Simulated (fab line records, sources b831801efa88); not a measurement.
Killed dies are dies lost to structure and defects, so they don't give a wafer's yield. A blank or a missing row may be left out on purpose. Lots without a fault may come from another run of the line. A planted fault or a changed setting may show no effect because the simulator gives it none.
Which tool did it? | flow gf180mcu | 13 lots, 39 wafers sampled, at 5 steps of a route of 602

WHAT THE GAUGES READ, wafer by wafer
GF_HV_LDD_CD_MEAS_07: target cd 400 nm.
lot  | measured     | on        | cd_nm (nm)
L638 | day 10 04:25 | cd_sem-01 | 403.6 401.3 401.2
L639 | day 10 09:22 | cd_sem-01 | 397.1 400.0 396.4
L641 | day 10 23:29 | cd_sem-01 | 396.0 398.1 396.4
L642 | day 11 05:31 | cd_sem-01 | 399.1 398.7 400.1
L643 | day 11 15:19 | cd_sem-02 | 401.3 398.8 400.3
L644 | day 12 01:31 | cd_sem-02 | 402.4 401.9 400.4
L649 | day 13 13:55 | cd_sem-02 | 398.4 398.0 396.7
L651 | day 14 07:18 | cd_sem-02 | 399.6 400.8 400.1
L653 | day 14 19:14 | cd_sem-02 | 401.4 400.5 402.7
L655 | day 15 04:24 | cd_sem-01 | 398.5 398.4 400.8
L658 | day 16 07:24 | cd_sem-02 | 399.9 401.8 399.1
L660 | day 16 17:04 | cd_sem-02 | 401.5 400.3 398.2
L661 | day 17 00:22 | cd_sem-01 | 401.0 399.6 399.2

GF_HV_LDD_CD_MEAS_19: target cd 400 nm.
lot  | measured     | on        | cd_nm (nm)
L638 | day 10 22:45 | cd_sem-01 | 400.5 399.1 400.2
L639 | day 11 03:29 | cd_sem-01 | 397.5 399.3 401.5
L641 | day 11 17:40 | cd_sem-01 | 400.0 399.2 398.1
L642 | day 12 00:07 | cd_sem-02 | 400.8 401.9 403.0
L643 | day 12 10:46 | cd_sem-02 | 401.1 402.4 399.8
L644 | day 12 21:22 | cd_sem-01 | 395.7 397.4 398.3
L649 | day 14 11:02 | cd_sem-02 | 405.8 405.4 406.4
L651 | day 15 04:42 | cd_sem-02 | 397.0 397.9 398.0
L653 | day 15 16:29 | cd_sem-01 | 397.1 399.7 398.9
L655 | day 16 03:04 | cd_sem-01 | 401.7 401.1 400.9
L658 | day 17 05:01 | cd_sem-02 | 399.5 398.9 399.0
L660 | day 17 15:47 | cd_sem-01 | 397.2 395.7 395.2
L661 | day 18 00:14 | cd_sem-01 | 399.9 398.6 400.6

GF_HV_LDD_CD_MEAS_31: target cd 400 nm.
lot  | measured     | on        | cd_nm (nm)
L638 | day 11 17:00 | cd_sem-02 | 402.8 404.7 406.5
L639 | day 11 21:13 | cd_sem-02 | 401.5 402.4 400.8
L641 | day 12 13:26 | cd_sem-01 | 400.8 398.0 400.3
L642 | day 12 19:43 | cd_sem-01 | 399.7 400.3 398.8
L643 | day 13 06:09 | cd_sem-02 | 400.8 401.5 399.1
L644 | day 13 17:18 | cd_sem-01 | 397.8 397.2 397.7
L649 | day 15 08:31 | cd_sem-01 | 397.5 396.9 397.5
L651 | day 16 03:04 | cd_sem-02 | 399.7 400.9 401.7
L653 | day 16 15:14 | cd_sem-02 | 400.5 401.6 401.9
L655 | day 17 01:16 | cd_sem-02 | 399.1 398.0 399.3
L658 | day 18 04:22 | cd_sem-01 | 397.2 397.9 394.1
L660 | day 18 15:40 | cd_sem-01 | 399.7 397.9 398.8
L661 | day 18 23:47 | cd_sem-01 | 398.6 400.3 401.2

GF_HV_LDD_THK_MEAS_55.
lot  | measured     | on            | HV_LDD_CVD_54_THK (nm)
L638 | day 12 14:23 | film_metro-04 | 10.00 10.11 10.17
L639 | day 12 18:32 | film_metro-03 | 10.17 10.14 10.28
L641 | day 13 10:56 | film_metro-03 | 9.76 9.74 9.95
L642 | day 13 17:45 | film_metro-04 | 10.05 10.11 10.20
L643 | day 14 04:53 | film_metro-03 | 9.96 9.94 9.93
L644 | day 14 16:07 | film_metro-03 | 10.05 10.05 10.02
L649 | day 16 09:25 | film_metro-02 | 9.80 9.90 9.90
L651 | day 17 04:02 | film_metro-04 | 8.09 8.01 8.01 8.03 8.01 8.00
L653 | day 17 16:57 | film_metro-03 | 9.89 9.86 9.84
L655 | day 18 03:05 | film_metro-02 | 9.99 9.95 9.96
L658 | day 19 07:14 | film_metro-04 | 10.01 9.92 9.90
L660 | day 19 19:00 | film_metro-02 | 10.19 10.13 10.08
L661 | day 20 02:11 | film_metro-02 | 10.12 10.21 10.08

WHICH TOOL RAN EACH LOT (tool, then ch and the chambers of the sampled wafers, then the start)
lot  | GF_HV_LDD_CVD_54
L638 | lpcvd-02 ch 1, day 12 13:22
L639 | lpcvd-02 ch 1, day 12 17:30
L641 | lpcvd-01 ch 1, day 13 09:54
L642 | lpcvd-02 ch 0, day 13 16:44
L643 | lpcvd-01 ch 0, day 14 03:52
L644 | lpcvd-02 ch 1, day 14 15:04
L649 | lpcvd-01 ch 1, day 16 07:52
L651 | lpcvd-02 ch 1, day 17 03:01
L653 | lpcvd-01 ch 1, day 17 15:55
L655 | lpcvd-02 ch 0, day 18 01:33
L658 | lpcvd-01 ch 0, day 19 06:13
L660 | lpcvd-01 ch 0, day 19 17:58
L661 | lpcvd-01 ch 0, day 20 01:09
- GF_HV_LDD_CVD_54: deposits SiO2 from TEOS, target thk 10 nm, time 75 s.

WHAT THE TOOLS THEMSELVES READ (means of the sampled wafers that have a number; where no wafer has one, the mark that the record gives instead)
GF_HV_LDD_CVD_54.
lot  | tool     | zone_power_top_pct (%)
L638 | lpcvd-02 | 24.3
L639 | lpcvd-02 | 24.4
L641 | lpcvd-01 | 21.7
L642 | lpcvd-02 | 26.2
L643 | lpcvd-01 | 24.6
L644 | lpcvd-02 | 24.6
L649 | lpcvd-01 | 21.5
L651 | lpcvd-02 | 24.5
L653 | lpcvd-01 | 21.5
L655 | lpcvd-02 | 26.0
L658 | lpcvd-01 | 24.7
L660 | lpcvd-01 | 24.7
L661 | lpcvd-01 | 24.4

THE ANSWER, worked out from the rows above alone
Rule: what is usual is taken from the lots themselves. Put in order of their means at a reading, lots are off if they are a third of the lots or fewer, leave a main group of 4 or more, and stand apart from it by a gap of 3 or more times the standard deviation of the main group's means; of several such gaps the widest counts. A main group whose means are all the same, to the digits that the tables above print for the reading, isn't used. A lot without any number at a reading at which 4 lots or more have one is off too. The other lots that the step has rows for count as sound. The gauges are gone through in route order, then the tools' own readings, and for those a lot's mean is taken as printed above. The first step at which some lot is off is used, and at that step the reading that is off furthest; a lot without a number counts as furthest.
Off: L651, at GF_HV_LDD_THK_MEAS_55 (HV_LDD_CVD_54_THK). The main group: mean 10.01 nm, standard deviation 0.12.
A tool fits if, at a process step before that reading, it ran every lot that is off, and no sound lot after the first of them. The gauges at GF_HV_LDD_THK_MEAS_55 are tried like those tools. None of those tried fits.

WHAT THE SIMULATOR HAD PUT IN
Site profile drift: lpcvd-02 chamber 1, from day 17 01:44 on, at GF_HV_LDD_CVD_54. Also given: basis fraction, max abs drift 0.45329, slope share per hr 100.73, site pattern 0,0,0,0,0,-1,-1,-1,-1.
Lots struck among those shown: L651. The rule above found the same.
